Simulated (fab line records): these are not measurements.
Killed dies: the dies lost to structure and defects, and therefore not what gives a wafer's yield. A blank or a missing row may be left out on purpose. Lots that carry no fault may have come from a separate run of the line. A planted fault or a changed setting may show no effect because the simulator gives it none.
A lot that was struck, set against a sound lot    flow sky130    32 steps out of a route of 708
Sound: these wafers, L778.3, L778.4, L778.5. Wafers struck: L777.1, L777.4, L777.5. The cause is given at the end.
At each step with rows: each side's tool, then ch and its chambers, then its first start. Under that, the readings that differ: sound wafers    struck wafers    difference of the means    sigmas: that difference in standard deviations of wafers without a fault.
alike: readings with means less than 2 such deviations apart, plus words and numbers identical on both sides. not compared: withheld readings, readings lacking a value on some wafer, bounds such as >300 that could conceal the same value, and numbers that have no deviation in the record and whose values overlap.
The two part at a step that has a row with sigmas, a row that says differs or no value, or rows on one side only. When numbers do not overlap yet have no deviation, they are printed without sigmas and do not part them. A reading that every wafer of one side lacks parts them only if that side has two wafers or more.

SKY_CAPM_THK_MEAS_01:
  sound on film metro-04, day 41 13:41; struck on film metro-04, day 41 13:05
  alike: CAPM_CVD_00_THK
SKY_CAPM_SPUTTER_02: material TiN, target thk 200 nm, time 166.7 s.
  sound on pvd sputter-02, day 41 13:43; struck on pvd sputter-03, day 41 13:08
  alike: throttle valve pct
SKY_CAPM_RS_MEAS_03: uses a four-point probe to measure.
  sound on film metro-04, day 41 13:52; struck on film metro-02, day 41 13:15
  alike: CAPM_TIN_RS
SKY_CAPM_THK_MEAS_04: measures by xrf.
  sound on film metro-04, day 41 13:58; struck on film metro-02, day 41 13:22
  alike: CAPM_TIN_THK
then, 7 steps without rows for these wafers: SKY_CAPM_DEHYDRATE_05 (time 60 s); SKY_CAPM_HMDS_06 (prime time 60 s); SKY_CAPM_COAT_07 (resist thk 1140 nm); SKY_CAPM_SOFTBAKE_08 (time 60 s); SKY_CAPM_EXPOSE_09 (exposes mask CAPM, target cd 1000 nm); SKY_CAPM_PEB_10; SKY_CAPM_DEVELOP_11 (develop time 60 s).
SKY_CAPM_OVL_MEAS_12:
  sound on overlay-02, day 42 14:11; struck on overlay-02, day 42 13:19
  alike: CAPM_OVL
SKY_CAPM_METAL_ETCH_13: etches TiN in Cl2/BCl3, stops on SiO2, target depth 220 nm, time 62.9 s.
  sound on rie metal-02 ch 0,1, day 42 14:14; struck on rie metal-03 ch 0,1, day 42 13:20
reading                                    sound                 struck                difference  sigmas
oes product au (a.u.)                      0.948 0.935 0.934     0.888 0.886 0.894     -0.050      -6
run length s (s)                           91.0 90.7 90.3        97.2 97.7 97.7        +6.9        +19
throttle valve pct (%)                     21.913 21.915 21.904  21.941 21.934 21.929  +0.024      +3
model.NOVOLAK_of_CAPM_COAT_07.thk nm (nm)  993.7 993.3 994.8     976.8 972 973.6       -19.8       
model.SiO2_of_CAPM_CVD_00.thk nm (nm)      15.22 15.66 15.4      13.09 13.49 13.56     -2.05       
  alike: drypump motor current A
  not compared: rf hours counter h
SKY_CAPM_STRIP_14: strips in O2/N2.
  sound on plasma asher-03 ch 0,1, day 42 14:19; struck on plasma asher-02 ch 1, day 42 13:25
reading                       sound              struck             difference  sigmas
strip time to endpoint s (s)  12.66 12.66 12.68  12.46 12.40 12.42  -0.24       -5
  alike: drypump motor current A, oes product au
  not compared: rf hours counter h
then, 11 steps without rows for these wafers: SKY_CAPM_STRIP_15 (strips in post etch residue remover, time 1200 s); SKY_CAPM_CLEAN_16 (cleans in IPA, time 180 s); SKY_CAPM_CLEAN_17 (cleans in O3/DIW); SKY_METAL3_DEHYDRATE_05 (time 60 s); SKY_METAL3_HMDS_06 (prime time 60 s); SKY_METAL3_COAT_07 (resist thk 60 nm); SKY_METAL3_COAT_08 (resist thk 1140 nm); SKY_METAL3_SOFTBAKE_09 (time 90 s); SKY_METAL3_EXPOSE_10 (exposes mask MM3, target cd 300 nm); SKY_METAL3_PEB_11; SKY_METAL3_DEVELOP_12 (develop time 60 s).
SKY_METAL3_CD_MEAS_13 targets a cd of 300 nm.
  sound on cd sem-02, day 43 13:42; struck on cd sem-01, day 43 13:04
  alike: cd nm
SKY_METAL3_OVL_MEAS_14:
  sound on overlay-02, day 43 13:47; struck on overlay-01, day 43 13:11
  alike: METAL3_OVL
SKY_METAL3_DESCUM_15: chemistry O2, time 8 s.
  sound on rie metal-01 ch 0,1, day 43 13:49; struck on rie metal-04 ch 0,1, day 43 13:13
  alike: drypump motor current A, oes product au
  not compared: rf hours counter h
SKY_METAL3_ETCH_16: etches BARC in N2/H2, stops on SiO2, time 88.2 s, target depth 60 nm.
  sound on rie metal-01 ch 0,1, day 43 13:53; struck on rie metal-04 ch 0,1, day 43 13:15
reading                                sound              struck             difference  sigmas
model.SiO2_of_CAPM_CVD_00.thk nm (nm)  15.19 15.63 15.37  13.05 13.46 13.53  -2.05       
  alike: drypump motor current A, oes product au, run length s, throttle valve pct
  not compared: rf hours counter h
SKY_METAL3_ETCH_17: etches SiO2 in C4F8/O2/Ar, stops on TiN, time 3.9 s, target depth 15 nm.
  sound on rie diel-03 ch 0,1,3, day 43 13:56; struck on rie diel-04 ch 0,1, day 43 13:21
reading                sound              struck             difference  sigmas
oes product au (a.u.)  0.746 0.760 0.748  0.701 0.709 0.706  -0.046      -7
  not compared: rf hours counter h
SKY_METAL3_METAL_ETCH_18: etches the open film in Cl2/BCl3, stops on SiO2, target depth 845 nm, time 183.1 s.
  sound on rie metal-04 ch 0,1, day 43 14:01; struck on rie metal-02 ch 1, day 43 13:22
reading                sound              struck             difference  sigmas
oes product au (a.u.)  0.873 0.872 0.875  0.850 0.863 0.858  -0.016      -3
run length s (s)       211.9 211.3 211.6  210.5 210.4 210.7  -1.1        -2
  alike: drypump motor current A, throttle valve pct
  not compared: rf hours counter h
-- the record jumps here: 6 days lie between the struck wafers' starts before and after (it left off in module METAL3 and takes up again in module PAD_OPEN, whose first step shown is number 708 of the route) --
SKY_PAD_OPEN_PROBE_99:
  sound on prober-02, day 49 20:12; struck on prober-01, day 49 18:54
reading                               sound                 struck                difference  sigmas
killed at contacts                    30 28 30              15 14 20              -13         -3
model.etest.cap mim.leak log10 a cm2  -8.838 -9.127 -8.941  -8.592 -8.786 -8.755  +0.258      
  alike: defect limited yield, killed_at_M0_to_M3, killed_at_M4_up, killed at front end, killed at other, killed dies, killed open, killed short, sort_bin_3_pad_short, sort_bin_5_function, sort_bin_6_memory, sort n pass, sort yield pct
  not compared: model.etest.cap mim.bv v

WHERE THEY PART
First at SKY_CAPM_METAL_ETCH_13; last, within this record, at SKY_PAD_OPEN_PROBE_99.

WHY: whatever the simulator had introduced
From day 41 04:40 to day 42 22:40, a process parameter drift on rie metal-03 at SKY_CAPM_METAL_ETCH_13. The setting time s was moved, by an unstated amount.
